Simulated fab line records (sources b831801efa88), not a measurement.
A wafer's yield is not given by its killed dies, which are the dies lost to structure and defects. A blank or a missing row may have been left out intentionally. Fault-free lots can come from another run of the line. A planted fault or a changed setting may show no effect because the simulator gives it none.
Which tool is to blame? | flow gf180mcu | 14 lots, 42 wafers sampled, at 4 steps of a route of 602

## WHAT THE GAUGES SHOWED, per wafer
GF_V1_OVL_MEAS_15.
lot  | measured     | on         | V1_OVL (nm)
L806 | day 18 08:16 | overlay-02 | -8 4 2
L807 | day 19 01:04 | overlay-02 | -7 -7 -2
L810 | day 19 21:38 | overlay-01 | -4 -1 2
L811 | day 20 11:56 | overlay-01 | 1 1 1
L812 | day 20 23:29 | overlay-01 | 10 6 3
L813 | day 21 04:50 | overlay-02 | -1 -6 3
L814 | day 21 08:47 | overlay-01 | -7 -6 4
L815 | day 22 01:47 | overlay-02 | 1 3 2
L816 | day 22 07:08 | overlay-02 | -5 -13 -2
L817 | day 22 23:13 | overlay-01 | 6 7 -4
L826 | day 25 11:31 | overlay-02 | -6 -1 -8

## WHICH TOOL RAN EACH LOT (tool, then ch and the chambers of the sampled wafers, then the start)
lot  | GF_HV_LDD_ETCHBACK_58              | GF_CONTACT_STRIP_18                  | GF_M1_SPUTTER_03
L806 | rie_diel-02 ch 0,2,3, day 12 16:26 | plasma_asher-04 ch 0,1, day 16 07:26 | pvd_sputter-01, day 16 08:35
L807 | rie_diel-01 ch 1,2,3, day 13 05:33 | plasma_asher-04 ch 0,1, day 16 22:31 | pvd_sputter-01, day 16 23:40
L810 | rie_diel-01 ch 0,1,2, day 14 00:23 | plasma_asher-04 ch 0,1, day 17 19:01 | pvd_sputter-01, day 17 20:10
L811 | rie_diel-01 ch 0,1,2, day 14 12:56 | plasma_asher-01 ch 0,1, day 18 09:52 | pvd_sputter-02, day 18 11:01
L812 | rie_diel-04 ch 2,3, day 14 20:33   | plasma_asher-01 ch 0,1, day 18 17:58 | pvd_sputter-02, day 18 19:07
L813 | rie_diel-01 ch 0,2,3, day 15 04:03 | plasma_asher-02 ch 0,1, day 19 03:08 | pvd_sputter-01, day 19 04:17
L814 | rie_diel-02 ch 1,3, day 15 09:45   | plasma_asher-04 ch 0,1, day 19 08:22 | pvd_sputter-02, day 19 09:31
L815 | rie_diel-01 ch 0,1,3, day 15 23:57 | plasma_asher-02 ch 0,1, day 19 22:08 | pvd_sputter-03, day 19 23:17
L816 | rie_diel-01 ch 1,2,3, day 16 04:01 | plasma_asher-04 ch 0, day 20 05:10   | pvd_sputter-03, day 20 06:19
L817 | rie_diel-04 ch 0,1,2, day 16 15:04 | plasma_asher-01 ch 0,1, day 20 22:28 | pvd_sputter-01, day 20 23:40
L818 | rie_diel-01 ch 0,1, day 16 20:09   | -                                    | -
L819 | rie_diel-01 ch 0,1,2, day 17 11:06 | -                                    | -
L822 | rie_diel-01 ch 0,1,2, day 18 07:04 | -                                    | -
L826 | rie_diel-04 ch 1,2,3, day 19 12:13 | plasma_asher-02 ch 0,1, day 23 12:47 | pvd_sputter-03, day 23 14:02
- GF_HV_LDD_ETCHBACK_58: etches Si3N4 in CH3F/O2, stops on SiO2, time 100 s, target depth 90 nm.
- GF_CONTACT_STRIP_18: strips in O2/N2.
- GF_M1_SPUTTER_03: material Ti, target thk 10 nm, time 6.7 s.

## WHAT THE TOOLS THEMSELVES READ (means of the sampled wafers that have a number; where no wafer has one, the mark that the record gives instead)
GF_HV_LDD_ETCHBACK_58.
lot  | tool        | drypump_motor_current_A (A) | oes_product_au (a.u.) | run_length_s (s) | throttle_valve_pct (%)
L806 | rie_diel-02 | 5.9                         | 0.840                 | 128.3            | 10.557
L807 | rie_diel-01 | 6.3                         | 0.845                 | 127.9            | 10.563
L810 | rie_diel-01 | 6.0                         | 0.841                 | 127.9            | 10.561
L811 | rie_diel-01 | 6.0                         | 0.839                 | 128.0            | 10.564
L812 | rie_diel-04 | 5.4                         | 0.841                 | 128.3            | 10.570
L813 | rie_diel-01 | 6.0                         | 0.843                 | 128.1            | 10.561
L814 | rie_diel-02 | 5.8                         | 0.841                 | 128.5            | 10.557
L815 | rie_diel-01 | 6.2                         | 0.841                 | 128.2            | 10.559
L816 | rie_diel-01 | 6.3                         | 0.843                 | 128.0            | 10.562
L817 | rie_diel-04 | 5.8                         | 0.851                 | 127.8            | 10.558
L818 | rie_diel-01 | 5.9                         | 1.003                 | 101.4            | 10.589
L819 | rie_diel-01 | 6.0                         | 0.995                 | 101.0            | 10.585
L822 | rie_diel-01 | 6.0                         | 1.008                 | 101.4            | 10.575
L826 | rie_diel-04 | 5.5                         | 0.841                 | 128.2            | 10.554

GF_CONTACT_STRIP_18.
lot  | tool            | drypump_motor_current_A (A) | heater_power_w (W) | oes_product_au (a.u.)
L806 | plasma_asher-04 | 5.5                         | 339                | 0.576
L807 | plasma_asher-04 | 5.5                         | 337                | 0.584
L810 | plasma_asher-04 | 5.5                         | 341                | 0.583
L811 | plasma_asher-01 | 5.8                         | 346                | 0.577
L812 | plasma_asher-01 | 5.8                         | 345                | 0.578
L813 | plasma_asher-02 | 5.6                         | 321                | 0.580
L814 | plasma_asher-04 | 5.5                         | 334                | 0.583
L815 | plasma_asher-02 | 5.6                         | 324                | 0.574
L816 | plasma_asher-04 | 5.5                         | 343                | 0.579
L817 | plasma_asher-01 | 5.9                         | 376                | 0.581
L826 | plasma_asher-02 | 5.9                         | 314                | 0.578

GF_M1_SPUTTER_03.
lot  | tool           | throttle_valve_pct (%)
L806 | pvd_sputter-01 | 30.6
L807 | pvd_sputter-01 | 30.3
L810 | pvd_sputter-01 | 30.6
L811 | pvd_sputter-02 | 30.3
L812 | pvd_sputter-02 | 30.4
L813 | pvd_sputter-01 | 30.3
L814 | pvd_sputter-02 | 30.2
L815 | pvd_sputter-03 | 30.5
L816 | pvd_sputter-03 | 30.3
L817 | pvd_sputter-01 | 30.3
L826 | pvd_sputter-03 | 30.5

## THE ANSWER, worked out from the rows above alone
Rule: the lots themselves supply what counts as usual. The widest of any qualifying gaps counts: lots, ordered by their means at a reading, are off when they make up no more than a third of the lots, leave a main group of 4 or more, and stand apart from it by 3 or more times the standard deviation of that group's means. Not used: any main group whose means are identical at the precision the tables above print for the reading. Also off: a lot with no number at a reading for which 4 or more lots have one. Where the step has rows for the other lots, those lots are counted as sound. The gauges are gone through in route order, then the tools' own readings, and for those a lot's mean is taken as printed above. At the first step where some lot is off, the reading lying furthest off is the one used; lots without a number count as furthest.
Off: L818, L819, L822 (GF_HV_LDD_ETCHBACK_58, run_length_s). For the main group the mean is 128.1 s and the standard deviation 0.2.
A tool fits if, at that step or a process step before it, it ran every lot that is off, and no sound lot after the first of them. One candidate fits, namely rie_diel-01 at GF_HV_LDD_ETCHBACK_58. Its last sound lot is L816 (day 16 04:01), its first lot that is off L818 (day 16 20:09): a fault that began between those two fits.
The tool's own readings at GF_HV_LDD_ETCHBACK_58 bear it out: on the lots that are off they differ by more than 5 times the standard deviation of the sound lots' means. oes_product_au reads 1.002 a.u. there against 0.842 a.u. on the sound lots; run_length_s reads 101.3 s there against 128.1 s on the sound lots; throttle_valve_pct reads 10.583 % there against 10.561 % on the sound lots.

## WHAT THE SIMULATOR PUT IN
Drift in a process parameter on rie_diel-01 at GF_HV_LDD_ETCHBACK_58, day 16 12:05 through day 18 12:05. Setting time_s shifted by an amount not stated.
Lots struck among those shown: L818, L819, L822. Same finding as the rule above.
